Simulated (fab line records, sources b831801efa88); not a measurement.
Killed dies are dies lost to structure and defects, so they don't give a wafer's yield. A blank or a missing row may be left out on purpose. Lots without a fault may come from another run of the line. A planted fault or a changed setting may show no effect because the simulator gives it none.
A struck lot beside a sound one | flow gf180mcu | 14 steps out of a route of 602
Sound: wafers L593.1, L593.2, L593.4. Struck: wafers L603.1, L603.3, L603.4. The cause comes at the end.
At each step with rows: each side's tool, then ch and its chambers, then its first start. Under that, the readings that differ: sound wafers | struck wafers | difference of the means | sigmas: that difference in standard deviations of wafers without a fault.
alike: readings whose means differ by less than 2 such deviations, and words and numbers that are the same on both sides. not compared: withheld readings, readings that some wafer has no value for, bounds like >300 that may hide the same value, and numbers for which the record gives no deviation and whose values overlap.
The two part at a step that has a row with sigmas, a row that says differs or no value, or rows on one side only. Numbers that don't overlap but have no deviation are shown without sigmas and don't part them. A reading that every wafer of one side lacks parts them only if that side has two wafers or more.

first, 4 steps without rows for these wafers: GF_DNWELL_EXPOSE_04 (exposes mask DNWELL, target cd 1700 nm); GF_DNWELL_PEB_05; GF_DNWELL_DEVELOP_06 (develop time 60 s); GF_DNWELL_IMPLANT_07.
GF_DNWELL_STRIP_08: strips in O2/N2.
  sound on plasma_asher-03 ch 0,1, day 5 03:57; struck on plasma_asher-01 ch 0,1, day 7 11:04
  alike: drypump_motor_current_A, heater_power_w, oes_product_au, strip_time_to_endpoint_s
  not compared: rf_hours_counter_h
GF_DNWELL_TW_MEAS_09:
  sound on film_metro-02, day 5 04:03; struck on film_metro-02, day 7 11:10
  alike: DNWELL_TW
then, 6 steps without rows for these wafers: GF_NWELL_DEHYDRATE_00 (time 60 s); GF_NWELL_HMDS_01 (prime time 60 s); GF_NWELL_COAT_02 (resist thk 3000 nm); GF_NWELL_SOFTBAKE_03; GF_NWELL_EXPOSE_04 (exposes mask Nwell, target cd 860 nm); GF_NWELL_PEB_05.
GF_NWELL_DEVELOP_06: develop time 60 s.
  sound on litho_track-03 ch 0, day 5 17:00; struck on litho_track-01, day 8 03:00
  no value came back on the struck wafers for chill_plate_temp_C (C), develop_time_s (s); on the sound wafers chill_plate_temp_C (C) reads 22.93 22.99 22.84
GF_NWELL_OVL_MEAS_07:
  sound on overlay-01, day 5 18:06; struck on overlay-01, day 8 03:25
  reading        | sound       | struck | difference                    | sigmas
  NWELL_OVL (nm) | 2.4 1.3 1.5 | - - -  | no value on the struck wafers |

WHERE THEY PART
First at GF_NWELL_DEVELOP_06; last, within this record, at GF_NWELL_OVL_MEAS_07.

WHY: what the simulator had put in
Skipped step whole: litho_track-01, from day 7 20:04 on, at GF_NWELL_DEVELOP_06. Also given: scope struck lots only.
